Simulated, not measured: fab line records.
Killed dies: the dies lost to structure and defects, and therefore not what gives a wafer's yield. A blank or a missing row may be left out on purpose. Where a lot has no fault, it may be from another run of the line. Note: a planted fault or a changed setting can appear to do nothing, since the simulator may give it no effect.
Which tool was responsible? -- flow sky130 -- 12 lots, 36 wafers sampled, at 5 steps of a route of 708

WHAT THE GAUGES SHOWED, per wafer
SKY_VT_ADJUST_HVTP_CD_MEAS_07 targets a cd of 380 nm.
lot,measured,on,cd-nm (nm)
L402,day 6 13:07,cd-sem-02,381.1 379.7 379.3
L403,day 6 14:01,cd-sem-01,381.8 382.2 381.3
L405,day 7 04:58,cd-sem-02,379.2 381.4 380.8
L408,day 7 22:43,cd-sem-02,379.4 380.7 380.0
L410,day 8 10:22,cd-sem-01,381.5 380.7 380.6
L413,day 9 06:07,cd-sem-02,381.8 383.1 380.8
L414,day 9 11:13,cd-sem-02,375.0 376.1 376.0
L415,day 9 17:25,cd-sem-01,378.1 375.8 380.4
L416,day 9 22:47,cd-sem-02,383.2 383.7 381.9
L417,day 10 07:59,cd-sem-01,383.7 381.5 383.5
L419,day 10 18:03,cd-sem-02,381.6 382.4 378.4
L422,day 11 21:26,cd-sem-01,382.3 380.5 381.2

SKY_GATE_OXIDE_THK_MEAS_02.
lot,measured,on,GATE_OXIDE_OXIDATION_00_THK (nm)
L402,day 13 08:05,film-metro-02,10.33 10.19 10.13
L403,day 13 11:01,film-metro-03,10.13 10.11 10.14
L405,day 14 15:44,film-metro-04,10.37 10.43 10.43
L408,day 15 06:07,film-metro-03,10.50 10.43 10.42
L410,day 15 17:31,film-metro-03,9.91 10.06 10.05
L413,day 16 21:57,film-metro-02,9.99 10.06 10.12
L414,day 17 07:32,film-metro-03,16.56 16.82 16.80
L415,day 17 12:49,film-metro-04,16.89 16.54 16.83
L416,day 17 19:37,film-metro-03,10.84 10.62 10.62
L417,day 18 04:56,film-metro-03,10.35 10.29 10.42
L419,day 18 20:02,film-metro-04,16.30 16.21 16.37
L422,day 20 09:37,film-metro-02,10.22 10.23 10.41

SKY_LDD_HVP_OVL_MEAS_07.
lot,measured,on,LDD_HVP_OVL (nm)
L402,day 22 04:22,overlay-02,0.4 0.4 -0.2
L403,day 22 09:10,overlay-01,-1.1 -0.1 -1.3
L405,day 23 17:59,overlay-01,0.1 -0.6 0.1
L408,day 24 08:58,overlay-01,-1.2 -0.9 0.0
L410,day 24 23:28,overlay-01,-1.5 -2.9 -1.1
L413,day 26 05:01,overlay-01,-2.3 -2.6 -2.8
L414,day 26 09:40,overlay-01,-2.0 -1.4 -2.1
L415,day 26 14:34,overlay-01,-2.3 -1.7 -1.4
L416,day 27 02:52,overlay-02,-2.0 -1.0 0.4
L417,day 27 10:43,overlay-02,2.0 0.9 1.0
L419,day 27 20:46,overlay-02,-2.6 -1.8 -1.6
L422,day 29 07:05,overlay-02,-1.4 -0.9 0.0

WHICH TOOL RAN EACH LOT (tool, then ch and the chambers of the sampled wafers, then the start)
lot,SKY_SONOS_ONO_ETCH_15,SKY_GATE_OXIDE_OXIDATION_01
L402,"rie-diel-01 ch 0,2,3, day 13 05:31","furnace-02 ch 0, day 13 06:41"
L403,"rie-diel-02 ch 0,2, day 13 07:38","furnace-02 ch 0, day 13 09:36"
L405,"rie-diel-01 ch 0,1, day 14 12:53","furnace-02 ch 0, day 14 14:19"
L408,"rie-diel-02 ch 1,2,3, day 15 02:08","furnace-01 ch 0, day 15 04:42"
L410,"rie-diel-01 ch 0,2,3, day 15 14:49","furnace-02 ch 0, day 15 16:07"
L413,"rie-diel-03 ch 0,1,2, day 16 18:11","furnace-01 ch 0, day 16 20:32"
L414,"rie-diel-03 ch 0,2,3, day 17 03:22","furnace-02 ch 0, day 17 03:41 and furnace-01 ch 0, day 17 06:08"
L415,"rie-diel-02 ch 2,3, day 17 08:53","furnace-01 ch 0, day 17 09:12 and furnace-02 ch 0, day 17 11:25"
L416,"rie-diel-02 ch 1,3, day 17 17:02","furnace-02 ch 0, day 17 18:13"
L417,"rie-diel-01 ch 1,2, day 18 02:26","furnace-01 ch 0, day 18 03:32"
L419,"rie-diel-03 ch 2,3, day 18 15:29","furnace-01 ch 0, day 18 15:48"
L422,"rie-diel-01 ch 0,1,2, day 20 07:53","furnace-02 ch 0, day 20 08:12"
- SKY_SONOS_ONO_ETCH_15: etches the open film in CHF3/O2, target depth 19.52 nm, time 7.8 s.
- SKY_GATE_OXIDE_OXIDATION_01: stabilise 600 s, purge 300 s, target thk 10.268 nm.

WHAT THE TOOLS THEMSELVES READ (means of the sampled wafers that have a number; where no wafer has one, the mark that the record gives instead)
SKY_SONOS_ONO_ETCH_15.
lot,tool,drypump-motor-current-A (A),oes-product-au (a.u.),throttle-valve-pct (%)
L402,rie-diel-01,5.7,0.996,8.812
L403,rie-diel-02,5.2,1.000,8.825
L405,rie-diel-01,5.4,1.005,8.825
L408,rie-diel-02,5.6,0.996,8.816
L410,rie-diel-01,5.7,1.002,8.825
L413,rie-diel-03,5.8,1.002,8.822
L414,rie-diel-03,6.0,0.994,8.817
L415,rie-diel-02,5.7,1.008,8.823
L416,rie-diel-02,5.8,1.002,8.830
L417,rie-diel-01,5.2,0.993,8.829
L419,rie-diel-03,6.0,0.989,8.816
L422,rie-diel-01,5.4,1.003,8.821

SKY_GATE_OXIDE_OXIDATION_01.
lot,tool,ox-temp-c (C),spike-tc-top-C (C),spike-tc-upper-C (C),zone-power-centre-pct (%)
L402,furnace-02,900.3,906,901.1,13.1
L403,furnace-02,899.2,906,903.1,13.4
L405,furnace-02,899.8,908,902.5,13.3
L408,furnace-01,899.9,912,899.0,15.8
L410,furnace-02,899.7,907,902.0,13.2
L413,furnace-01,900.0,914,900.7,15.8
L414,furnace-02/furnace-01,900.0,910,900.6,14.5
L415,furnace-01/furnace-02,900.0,910,900.8,14.6
L416,furnace-02,900.1,907,902.5,13.2
L417,furnace-01,899.7,914,900.0,15.9
L419,furnace-01,900.4,914,900.0,15.7
L422,furnace-02,900.6,907,901.8,13.3

THE ANSWER, worked out from the rows above alone
Rule: usual is defined by the lots themselves. The widest of any qualifying gaps counts: lots, ordered by their means at a reading, are off when they make up no more than a third of the lots, leave a main group of 4 or more, and stand apart from it by 3 or more times the standard deviation of that group's means. A main group whose means are all the same, to the digits that the tables above print for the reading, isn't used. A lot without any number at a reading at which 4 lots or more have one is off too. Any other lot the step has rows for is counted as sound. The gauges are gone through in route order, then the tools' own readings, and for those a lot's mean is taken as printed above. At the first step where some lot is off, the reading lying furthest off is the one used; lots without a number count as furthest.
Off: L414, L415, L419, seen at SKY_GATE_OXIDE_THK_MEAS_02 (GATE_OXIDE_OXIDATION_00_THK). Main group: mean 10.29 nm, sd 0.2.
A tool fits if, at a process step before that reading, it ran every lot that is off, and no sound lot after the first of them. Gauges at SKY_GATE_OXIDE_THK_MEAS_02: tried the same way as those tools. None of those tried fits.

WHAT THE SIMULATOR PUT IN
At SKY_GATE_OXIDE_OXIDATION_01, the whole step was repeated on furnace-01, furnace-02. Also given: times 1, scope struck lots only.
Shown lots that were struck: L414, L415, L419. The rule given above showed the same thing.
